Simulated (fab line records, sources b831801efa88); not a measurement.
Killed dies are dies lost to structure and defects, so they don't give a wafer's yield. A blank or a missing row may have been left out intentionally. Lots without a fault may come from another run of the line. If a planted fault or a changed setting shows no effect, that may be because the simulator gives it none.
fab line records | flow sky130
[record] lots = 6 wafers = 18 last-day = 50
route steps=708 shown LI_CONTACT@371 PAD_OPEN@708
lots that met no fault: taken from a fault-free run of the same line
start-h: hours from the record's first day to the start of the lot's first wafer shown | wait-h: how many hours have passed since the lot's step before this one | " same as the row above | L1.1+2: several wafers, shown together as one row | - no value present, or no start provided | * or withheld: withheld | < > ~ a bound
route shown NAME@n: NAME is a module with steps in the file, n the number in the route of the first one | usual: mean/standard deviation taken from wafers without a fault | same: alike in all rows | chamber/n: place in a boat | sites: readings site by site | _std_site: how widely they spread, as a standard deviation | _edge_site: mean of outer sites minus mean of inner sites | radius-mm: how far each site lies from the wafer's centre | mask NAME#n: copy n | behind: tool/chamber where the wafer was last shaped | hold: why the lot went on hold/how many hours it stayed there/how the hold came to an end | device: which transistor (n, p or np) failed to switch | end of line: the route-end tests of the same wafers | a step with no rows: only its recipe | killed: not the wafer's yield, but the dies lost to structure and defects at the first sort | map: shows each die of a wafer: x if killed, . if not, _ if none is there
set.NAME: the setting as run; set.NAME@STEP: as run at that earlier step | model.NAME: the simulator's own value behind a step, which no gauge read
lots seen at some steps along the route; tables by step, rows by wafer
services: from which hour (start-h, from the record's first day; less than 0 if before it) a tool's chamber was out of use, for how many hours, and why
[[steps]]
[step SKY_LI_CONTACT_EXPOSE_09]
[recipe] mask-id = LICM1 na = 0.8 source-shape = annular sigma-inner = 0.55 sigma-outer = 0.85 target-cd-nm = 170 dose-mj = 38
[step SKY_LI_CONTACT_PEB_10]
[recipe] peb-temp-c = withheld peb-time-s = withheld resist = KrF-thick
[step SKY_LI_CONTACT_DEVELOP_11]
[recipe] develop-time-s = 60 resist = KrF-thick dev-temp-c = 21
[step SKY_LI_CONTACT_CD_MEAS_12]
[recipe] target-cd-nm = 170
[usual] cd-nm = 169.5/1.7
// columns lot.wafer tool chamber start-h wait-h cd-nm
L576.1 cd-sem-02 - 723.01 - 170.5
L576.4 " - " " 170.4
L576.5 " - " " 170.9
L577.1 cd-sem-02 - 724.76 - 169.5
L577.3 " - " " 168.9
L577.5 " - " " 168.1
L583.3 cd-sem-02 - 765.31 - 167.2
L583.4 " - " " 167.0
L583.6 " - " " 167.1
L584.2 cd-sem-01 - 776.78 - 168.9
L584.3 " - " " 168.1
L584.4 " - " " 169.0
L590.2 cd-sem-01 - 832.74 - 169.8
L590.4 " - " " 169.1
L590.6 " - " " 168.4
L592.1 cd-sem-01 - 837.47 - 168.7
L592.4 " - " " 167.6
L592.6 " - " " 166.5
[step SKY_LI_CONTACT_OVL_MEAS_13]
[usual] LI_CONTACT_OVL = -1/6.3
// columns lot.wafer tool chamber start-h wait-h LI_CONTACT_OVL[nm]
L576.1 overlay-02 - 723.13 0.1 4
L576.4 " - " " 9
L576.5 " - " " 0
L577.1 overlay-01 - 724.88 0.1 -5
L577.3 " - " " -8
L577.5 " - " " -1
L583.3 overlay-01 - 765.40 0.1 -2
L583.4 " - " " -1
L583.6 " - " " -10
L584.2 overlay-01 - 776.89 0.1 1
L584.3 " - " " -8
L584.4 " - " " 0
L590.2 overlay-01 - 832.85 0.1 5
L590.4 " - " " 0
L590.6 " - " " 6
L592.1 overlay-01 - 837.59 0.1 2
L592.4 " - " " 2
L592.6 " - " " 8
[step SKY_LI_CONTACT_ETCH_14]
[recipe] chemistry = N2/H2 target = BARC ion-energy-ev = 200 source-w = 500 bias-w = 100 pressure-mtorr = 30 n2-flow-sccm = 100 h2-flow-sccm = 200 stop-on = SiO2 time-s = 45.9 target-depth-a = 600
[usual] drypump-motor-current-A = 5.8/0.38 oes-product-au = 0.854/0.0049 throttle-valve-pct = 13.224/0.01
[same] time-s = 45.9
// columns lot.wafer tool chamber start-h wait-h drypump-motor-current-A oes-product-au rf-hours-counter-h throttle-valve-pct
L576.1 rie-diel-03 1 723.17 0.0 5.3 0.847 16 13.229
L576.4 " 3 " " 6.3 0.856 11 13.226
L576.5 " 3 " " 6.3 0.858 - 13.238
L577.1 rie-diel-03 1 724.92 0.0 5.3 0.860 16 13.222
L577.3 " 3 " " 6.3 0.851 11 13.235
L577.5 " 0 " " 5.8 0.854 - 13.225
L583.3 rie-diel-03 0 765.42 0.0 5.8 0.851 20 13.215
L583.4 " 2 " " 5.5 0.853 - 13.209
L583.6 " 0 " " 5.9 0.863 - 13.232
L584.2 rie-diel-02 2 776.92 0.0 6.4 0.853 2 13.225
L584.3 " 1 " " 5.5 0.851 1 13.205
L584.4 " 0 " " 5.3 0.853 14 13.196
L590.2 rie-diel-04 2 832.88 0.0 6.5 0.846 2 13.226
L590.4 " 1 " " 5.8 0.850 1 13.235
L590.6 " 1 " " 5.8 0.848 - 13.203
L592.1 rie-diel-02 3 837.62 0.0 6.0 0.855 12 13.234
L592.4 " 1 " " 5.5 0.849 3 13.236
L592.6 " 2 " " 6.4 0.851 - 13.241
[step SKY_LI_CONTACT_ETCH_15]
[recipe] target = PSG chemistry = C4F8/O2/Ar stop-on = Si taper-deg = 4.15 mask-material = KrF-thick source-w = 1500 bias-w = 1200 pressure-mtorr = 40 c4f8-flow-sccm = withheld O2_flow_sccm = 6 Ar_flow_sccm = 300 time-s = withheld target-depth-a = 6000
[step SKY_LI_CONTACT_STRIP_16]
[recipe] chemistry = O2/N2 power-w = 1400 pressure-mtorr = 1500 platen-temp-c = withheld o2-flow-sccm = 3000 n2-flow-sccm = 300 overash-fraction = 0.5
[usual] drypump-motor-current-A = 5.7/0.53 oes-product-au = 0.376/0.0041 strip-time-to-endpoint-s = 3.494/0.027
// columns lot.wafer tool chamber start-h wait-h drypump-motor-current-A oes-product-au rf-hours-counter-h strip-time-to-endpoint-s
L576.1 plasma-asher-02 1 723.30 - 5.4 0.375 85 3.484
L576.4 " 1 " " 5.5 0.373 - 3.513
L576.5 " 1 " " 5.5 0.371 - 3.496
L577.1 plasma-asher-04 1 725.05 - 5.2 0.372 30 3.532
L577.3 " 0 " " 6.1 0.365 - 3.526
L577.5 " 0 " " 6.1 0.381 - 3.498
L583.3 plasma-asher-04 1 765.59 - 5.2 0.378 - 3.508
L583.4 " 0 " " 6.1 0.373 - 3.468
L583.6 " 0 " " 6.1 0.375 - 3.498
L584.2 plasma-asher-01 1 777.05 - 5.0 0.376 3 3.510
L584.3 " 1 " " 5.0 0.373 - 3.468
L584.4 " 0 " " 6.4 0.369 - 3.484
L590.2 plasma-asher-02 0 833.00 - 6.1 0.378 96 3.534
L590.4 " 0 " " 6.1 0.371 - 3.478
L590.6 " 0 " " 6.1 0.376 - 3.499
L592.1 plasma-asher-04 1 837.75 - 5.2 0.376 41 3.467
L592.4 " 1 " " 5.2 0.376 - 3.473
L592.6 " 1 " " 5.2 0.378 - 3.513
[step SKY_LI_CONTACT_CLEAN_17]
[recipe] chemistry = NMP time-s = 600 temp-c = 60 dry = n2-spin
[step SKY_LI_CONTACT_PRE_CLEAN_18]
[recipe] gas = Ar time-s = 5.6 bias-v = 358
[step SKY_LI_CONTACT_SPUTTER_19]
[recipe] material = Ti target-thk-nm = 20 chamber-pressure-pa = 5 power-w = 2500 substrate-temp-c = 200 time-s = 106.37
[usual] throttle-valve-pct = 29.5/1.5
[same] time-s = 106.37
// columns lot.wafer tool chamber start-h wait-h throttle-valve-pct
L576.1 pvd-sputter-01 - 723.59 0.0 29.0
L576.4 " - " " 32.0
L576.5 " - " " 28.9
L577.1 pvd-sputter-03 - 725.52 0.0 31.8
L577.3 " - " " 30.2
L577.5 " - " " 31.4
L583.3 pvd-sputter-03 - 765.85 0.0 31.4
L583.4 " - " " 29.8
L583.6 " - " " 28.9
L584.2 pvd-sputter-03 - 777.34 0.0 29.8
L584.3 " - " " 31.4
L584.4 " - " " 28.6
L590.2 pvd-sputter-02 - 833.34 0.0 30.4
L590.4 " - " " 28.1
L590.6 " - " " 27.0
L592.1 pvd-sputter-01 - 838.04 0.0 31.9
L592.4 " - " " 28.7
L592.6 " - " " 31.9
[step SKY_LI_CONTACT_SPUTTER_20]
[recipe] material = TiN target-thk-nm = 20 chamber-pressure-pa = 5 power-w = 4000 time-s = 80
[usual] throttle-valve-pct = 29.5/1.5
[same] time-s = 80
// columns lot.wafer tool chamber start-h wait-h throttle-valve-pct
L576.1 pvd-sputter-01 - 723.67 0.0 28.9
L576.4 " - " " 32.2
L576.5 " - " " 29.2
L577.1 pvd-sputter-03 - 725.59 0.0 31.7
L577.3 " - " " 29.8
L577.5 " - " " 31.4
L583.3 pvd-sputter-03 - 765.92 0.0 31.4
L583.4 " - " " 29.6
L583.6 " - " " 28.9
L584.2 pvd-sputter-03 - 777.42 0.0 29.9
L584.3 " - " " 31.4
L584.4 " - " " 28.9
L590.2 pvd-sputter-02 - 833.41 0.0 30.3
L590.4 " - " " 28.4
L590.6 " - " " 26.6
L592.1 pvd-sputter-01 - 838.12 0.0 32.1
L592.4 " - " " 28.6
L592.6 " - " " 31.9
[step SKY_LI_CONTACT_CVD_21]
[recipe] material = W target-thk-nm = 400 time-s = 120.56 temp-c = 400 pressure-torr = 40
[usual] heater-power-w = 962/100
// columns lot.wafer tool chamber start-h wait-h heater-power-w model.W_of_LI_CONTACT_CVD_21.thk-nm
L576.1 cvd-w-01 1 723.73 0.0 868 392.9
L576.4 " 0 " " 1069 395.1
L576.5 " 1 " " 904 392.7
L577.1 cvd-w-02 1 725.66 0.0 853 395.1
L577.3 " 0 " " 1068 393.2
L577.5 " 1 " " 845 403
L583.3 cvd-w-01 0 766.03 0.1 1074 397.5
L583.4 " 1 " " 862 417.8
L583.6 " 0 " " 1089 398.4
L584.2 cvd-w-01 0 777.48 0.0 1087 420.2
L584.3 " 1 " " 886 393
L584.4 " 0 " " 1092 419.7
L590.2 cvd-w-02 1 833.47 0.0 853 397.8
L590.4 " 0 " " 1053 397.7
L590.6 " 1 " " 843 398.6
L592.1 cvd-w-02 0 838.18 0.0 1039 396.3
L592.4 " 1 " " 860 397.8
L592.6 " 0 " " 1064 394.8
[step SKY_LI_CONTACT_RS_MEAS_22]
[recipe] thk-meas-gauge = four-point-probe reads = W_of_LI_CONTACT_CVD_21+TiN_of_LI_CONTACT_SPUTTER_20+Ti_of_LI_CONTACT_SPUTTER_19
[usual] LI_CONTACT_W_RS = 0.287/0.0032
// columns lot.wafer tool chamber start-h wait-h LI_CONTACT_W_RS[ohm/sq]
L576.1 film-metro-02 - 723.86 0.1 0.290
L576.4 " - " " 0.289
L576.5 " - " " 0.290
L577.1 film-metro-03 - 725.78 0.1 0.289
L577.3 " - " " 0.289
L577.5 " - " " 0.282
L583.3 film-metro-04 - 766.15 0.1 0.286
L583.4 " - " " 0.272
L583.6 " - " " 0.285
L584.2 film-metro-03 - 777.63 0.1 0.271
L584.3 " - " " 0.290
L584.4 " - " " 0.271
L590.2 film-metro-03 - 833.62 0.1 0.287
L590.4 " - " " 0.287
L590.6 " - " " 0.287
L592.1 film-metro-02 - 838.31 0.1 0.287
L592.4 " - " " 0.286
L592.6 " - " " 0.289
[step SKY_LI_CONTACT_THK_MEAS_23]
[recipe] thk-meas-gauge = xrf reads = W_of_LI_CONTACT_CVD_21
[usual] LI_CONTACT_W_THK = 372/6.8
// columns lot.wafer tool chamber start-h wait-h LI_CONTACT_W_THK[nm]
L576.1 film-metro-02 - 723.98 0.1 365
L576.4 " - " " 368
L576.5 " - " " 365
L577.1 film-metro-03 - 725.90 0.1 373
L577.3 " - " " 374
L577.5 " - " " 381
L583.3 film-metro-04 - 766.25 0.1 371
L583.4 " - " " 390
L583.6 " - " " 370
L584.2 film-metro-03 - 777.74 0.1 394
L584.3 " - " " 371
L584.4 " - " " 395
L590.2 film-metro-03 - 833.73 0.1 380
L590.4 " - " " 377
L590.6 " - " " 380
L592.1 film-metro-02 - 838.43 0.1 373
L592.4 " - " " 373
L592.6 " - " " 372
[step SKY_LI_CONTACT_CMP_24]
[recipe] stop-on = PSG t-overpolish-s = 20 down-force-psi = 3.5 platen-rpm = 60 target-thk-nm = 0 pad-velocity-m-s = 0.94248
[usual] motor-current-A = 10.8/0.97
// columns lot.wafer tool chamber start-h wait-h motor-current-A
L576.4 cmp-01 2 724.09 0.1 10.4
L576.1 " 0 " " 8.7
L576.5 " 1 " " 10.5
L577.3 cmp-02 3 725.96 0.0 9.9
L577.1 " 0 " " 10.5
L577.5 " 3 " " 9.5
L583.3 cmp-02 2 766.34 0.1 13.2
L583.4 " 0 " " 11.2
L583.6 " 1 " " 12.0
L584.3 cmp-01 3 777.84 0.1 11.1
L584.2 " 0 " " 9.6
L584.4 " 1 " " 10.7
L590.4 cmp-01 0 833.83 0.1 9.4
L590.2 " 1 " " 10.6
L590.6 " 0 " " 9.5
L592.1 cmp-01 1 838.49 0.1 10.4
L592.4 " 2 " " 10.7
L592.6 " 1 " " 10.1
[step SKY_PAD_OPEN_PROBE_99]
[usual] killed_at_M0_to_M3 = 42/7.4 killed_at_M4_up = 3.4/1.8 killed-at-contacts = 25/5.4 killed-at-front-end = 15/4.4 killed-at-other = 0.2/0.52 killed-dies = 86/9.3 killed-open = 47/7.6 killed-short = 39/6.5
[same] gross-dies = 492 killed-at-back-side = 0
// columns lot.wafer tool chamber start-h wait-h killed_at_M0_to_M3 killed_at_M4_up killed-at-contacts killed-at-front-end killed-at-other killed-dies killed-open killed-short
L576.1 prober-01 - 1112.12 0.1 37 2 26 28 0 93 45 48
L576.4 prober-01 - 1112.27 0.2 40 6 26 15 0 87 49 38
L576.5 prober-01 - 1112.32 0.2 43 5 17 18 1 84 48 36
L577.3 prober-02 - 1113.72 0.2 43 2 15 20 0 80 46 34
L583.4 prober-02 - 1143.75 0.2 40 3 19 21 0 83 40 43
L584.2 prober-02 - 1152.23 0.1 39 3 15 14 0 71 27 44
L584.4 prober-02 - 1152.33 0.2 39 2 21 26 1 89 52 37
// killed by level:class
L576.1 VIA1:geometric-particle:open=11 LI_CONTACT:geometric-particle:open=9 FIELD_ISO:geometric-particle:short=6 POLY_GATE:geometric-particle:short=6 METAL1:geometric-particle:short=6 LI_CONTACT:geometric-particle:short=5 CONTACT:geometric-particle:open=5 VIA2:geometric-particle:short=5
L576.4 VIA1:geometric-particle:open=11 VIA3:geometric-particle:open=9 CONTACT:geometric-particle:open=8 CONTACT:geometric-particle:short=6 METAL2:geometric-particle:short=6 POLY_GATE:geometric-particle:open=5 LOCAL_INTERCONNECT:geometric-particle:short=5 LI_CONTACT:geometric-particle:open=4
L576.5 VIA1:geometric-particle:open=11 VIA1:geometric-particle:short=6 LI_CONTACT:geometric-particle:open=6 VIA2:geometric-particle:open=6 POLY_GATE:geometric-particle:short=5 POLY_GATE:geometric-particle:open=5 CONTACT:geometric-particle:open=5 VIA3:geometric-particle:open=5
L577.3 VIA1:geometric-particle:open=11 VIA2:geometric-particle:open=9 FIELD_ISO:geometric-particle:short=8 FIELD_ISO:geometric-particle:open=6 CONTACT:geometric-particle:open=6 LI_CONTACT:geometric-particle:open=5 VIA1:geometric-particle:short=5 VIA3:geometric-particle:open=5
L583.4 CONTACT:geometric-particle:open=10 VIA1:geometric-particle:open=8 VIA3:geometric-particle:open=8 POLY_GATE:geometric-particle:short=7 FIELD_ISO:geometric-particle:short=5 CONTACT:geometric-particle:short=5 VIA2:geometric-particle:open=5 FIELD_ISO:geometric-particle:open=4
L584.2 VIA1:geometric-particle:open=9 VIA1:geometric-particle:short=7 POLY_GATE:geometric-particle:short=6 FIELD_ISO:geometric-particle:short=5 METAL1:geometric-particle:short=5 LI_CONTACT:geometric-particle:open=4 CONTACT:geometric-particle:short=4 VIA2:geometric-particle:open=3
L584.4 VIA1:geometric-particle:open=14 CONTACT:geometric-particle:open=10 FIELD_ISO:geometric-particle:open=8 METAL1:geometric-particle:short=6 FIELD_ISO:geometric-particle:short=5 POLY_GATE:geometric-particle:short=5 LI_CONTACT:geometric-particle:open=5 VIA2:geometric-particle:open=5
[[services]]
// columns tool chamber start-h hours kind
rie-diel-04 2 703.66 - clean
rie-diel-04 2 703.66 22.6 scheduled-down
rie-diel-04 2 703.66 22.6 vent-cycle
rie-diel-02 1 704.29 - clean
rie-diel-02 1 704.29 10.9 scheduled-down
rie-diel-02 1 704.29 10.9 vent-cycle
cmp-01 - 711.86 0.5 repair
pvd-sputter-03 - 716.76 8.5 repair
plasma-asher-01 - 733.75 9.0 pm
cmp-01 - 744.12 4.0 pm
pvd-sputter-01 - 744.92 1.3 repair
plasma-asher-04 - 746.76 2.8 pm
cmp-01 - 748.12 - consumable-replace:conditioner
cmp-01 - 748.12 - consumable-replace:pad
plasma-asher-02 - 748.52 5.9 repair
pvd-sputter-01 - 759.12 6.3 repair
rie-diel-03 1 765.21 4.5 repair
rie-diel-04 - 765.29 14.6 pm
cvd-w-02 - 777.25 6.0 pm
cmp-02 - 779.68 4.3 repair
cvd-w-01 - 787.56 28.1 pm
rie-diel-04 1 793.67 7.6 repair
rie-diel-03 0 796.95 8.5 repair
plasma-asher-04 - 820.15 5.8 repair
[[key]]
[first-sign] step = SKY_LI_CONTACT_RS_MEAS_22 reading = LI_CONTACT_W_RS direction = down sigmas = 4.8 usual = 0.287 struck = 0.271
[effect] step = SKY_LI_CONTACT_THK_MEAS_23 reading = LI_CONTACT_W_THK direction = up sigmas = 3.1 usual = 372 struck = 393
[model-effect] step = SKY_LI_CONTACT_CVD_21 value = W_of_LI_CONTACT_CVD_21.thk-nm without = 399 struck = 419.2
met-at SKY_LI_CONTACT_CVD_21
struck-wafers L583.4,L584.2,L584.4
tester-left-out L583,L584
onset-between 723.73 766.03
[fault] kind = process-parameter-drift tool = cvd-w-01 chamber = - onset-h = 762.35 steps = SKY_LI_CONTACT_CVD_21 channel = target-thk-nm offset = 20.274 shape = step end-h = 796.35 scope = struck-wafers-only acts-in = these-recipes-only stated = 400
// tester-left-out: of these lots the tester's yield and bins aren't shown, on N5 and GAA mostly nor the transistor test; their killed dies are dies lost to structure and defects alone, not to doping, threshold or leakage, so they don't give the yield
